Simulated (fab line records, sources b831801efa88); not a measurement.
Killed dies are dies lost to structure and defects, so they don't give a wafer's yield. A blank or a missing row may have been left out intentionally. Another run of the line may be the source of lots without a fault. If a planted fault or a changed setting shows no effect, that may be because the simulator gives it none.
Comparing a struck lot with a sound one :: flow sky130 :: 16 out of 708 route steps
Sound: wafers L105.1, L105.4, L105.6. Struck: wafer L109.2; the same lot's L109.1 was not struck, so it is left out; see the end for the cause.
Each step with rows lists, per side, the tool, then ch with its chambers, then its first start. Under that, the readings that differ: sound wafers :: struck wafers :: difference of the means :: sigmas: that difference in standard deviations of wafers without a fault.
alike: readings whose means differ by less than 2 such deviations, and words and numbers that are the same on both sides. not compared: withheld readings, readings that some wafer has no value for, bounds like >300 that may hide the same value, and numbers for which the record gives no deviation and whose values overlap.
A row with sigmas, a row that says differs or no value, or rows on one side alone: a step with any of these is where the two part. Non-overlapping numbers with no deviation appear without sigmas and do not part them. A reading that every wafer of one side lacks parts them only if that side has two wafers or more.

first, 8 steps without rows for these wafers: SKY_POLY_GATE_DEHYDRATE_05 (time 60 s); SKY_POLY_GATE_HMDS_06 (prime time 60 s); SKY_POLY_GATE_COAT_07 (resist thk 110 nm); SKY_POLY_GATE_COAT_08 (resist thk 450 nm); SKY_POLY_GATE_SOFTBAKE_09 (time 90 s); SKY_POLY_GATE_EXPOSE_10 (exposes mask P1M, target cd 150 nm); SKY_POLY_GATE_PEB_11; SKY_POLY_GATE_DEVELOP_12 (develop time 60 s).
SKY_POLY_GATE_CD_MEAS_13: the cd target is 150 nm.
  sound on cd-sem-01 at day 20 17:10; struck on cd-sem-02 at day 21 15:52
  alike: cd-nm
SKY_POLY_GATE_OVL_MEAS_14:
  sound on overlay-02 at day 20 17:17; struck on overlay-01 at day 21 15:59
  alike: POLY_GATE_OVL
SKY_POLY_GATE_ETCH_15: etches BARC in N2/H2, stops on SiO2, time 118.5 s, target depth 110 nm.
  sound on rie-diel-03 ch 0,2,3, day 20 17:19; struck on rie-diel-04 ch 3, day 21 16:01
reading: oes-product-au (a.u.)
sound: 0.723 0.717 0.715
struck: 0.708
difference: -0.010
sigmas: -2
  alike: drypump-motor-current-A, run-length-s, throttle-valve-pct
  not compared: rf-hours-counter-h
SKY_POLY_GATE_ETCH_16: etches Si3N4 in CH3F/O2, stops on poly-Si, time 147.5 s, target depth 75 nm.
  sound on rie-diel-03 ch 0,2,3, day 20 17:24; struck on rie-diel-04 ch 3, day 21 16:06
  alike: drypump-motor-current-A, oes-product-au, run-length-s, throttle-valve-pct
  not compared: rf-hours-counter-h
SKY_POLY_GATE_ETCH_17: etches poly-Si in HBr/Cl2, stops on SiO2, target depth 180 nm, time 70.5 s.
  sound on rie-si-01 ch 1,2,3, day 20 17:30; struck on rie-si-01 ch 3, day 21 16:12
reading: oes-product-au (a.u.)
sound: 0.985 0.993 0.990
struck: 0.872
difference: -0.117
sigmas: -17

reading: run-length-s (s)
sound: 98.5 98.6 98.2
struck: 113.8
difference: +15.4
sigmas: +43

reading: model.KrF-thick_of_POLY_GATE_COAT_08.thk-nm (nm)
sound: 136.3 142.2 139.4
struck: 124.1
difference: -15.2
sigmas: 

reading: model.SiO2_of_SONOS_ONO_CVD_04.thk-nm (nm)
sound: 4.393 4.465 4.313
struck: 3.853
difference: -0.537
sigmas: 
  alike: drypump-motor-current-A, mfc-cl2-sccm, throttle-valve-pct
  not compared: rf-hours-counter-h
SKY_POLY_GATE_STRIP_18: strips in O2/N2.
  sound on plasma-asher-04 ch 0,1, day 20 17:33; struck on plasma-asher-02 ch 1, day 21 16:15
reading: strip-time-to-endpoint-s (s)
sound: 3.10 3.19 3.14
struck: 2.99
difference: -0.15
sigmas: -5
  alike: drypump-motor-current-A, oes-product-au
  not compared: rf-hours-counter-h
then, 1 step without rows for these wafers: SKY_POLY_GATE_CLEAN_19 (cleans in SC1/SC2, time 150 s).
-- here the record skips 27 days between the struck wafers' starts before and after, leaving off in module POLY_GATE and picking up in module PAD_OPEN (first step shown: number 708 of the route) --
SKY_PAD_OPEN_PROBE_99:
  sound on prober-02 at day 48 17:15; struck on prober-01 at day 49 04:03
reading: model.etest.tip-sonos.rs-ohm-sq
sound: 2594 2623 2624
struck: 2462
difference: -152
sigmas: 
  alike: killed_at_M0_to_M3, killed_at_M4_up, killed-at-contacts, killed-at-front-end, killed-at-other, killed-dies, killed-open, killed-short

== WHERE THEY PART ==
At SKY_POLY_GATE_ETCH_15 first; at SKY_POLY_GATE_STRIP_18 last (within this record only). Later steps at which nothing parts them and some readings are alike: SKY_PAD_OPEN_PROBE_99.

WHY: whatever the simulator had introduced
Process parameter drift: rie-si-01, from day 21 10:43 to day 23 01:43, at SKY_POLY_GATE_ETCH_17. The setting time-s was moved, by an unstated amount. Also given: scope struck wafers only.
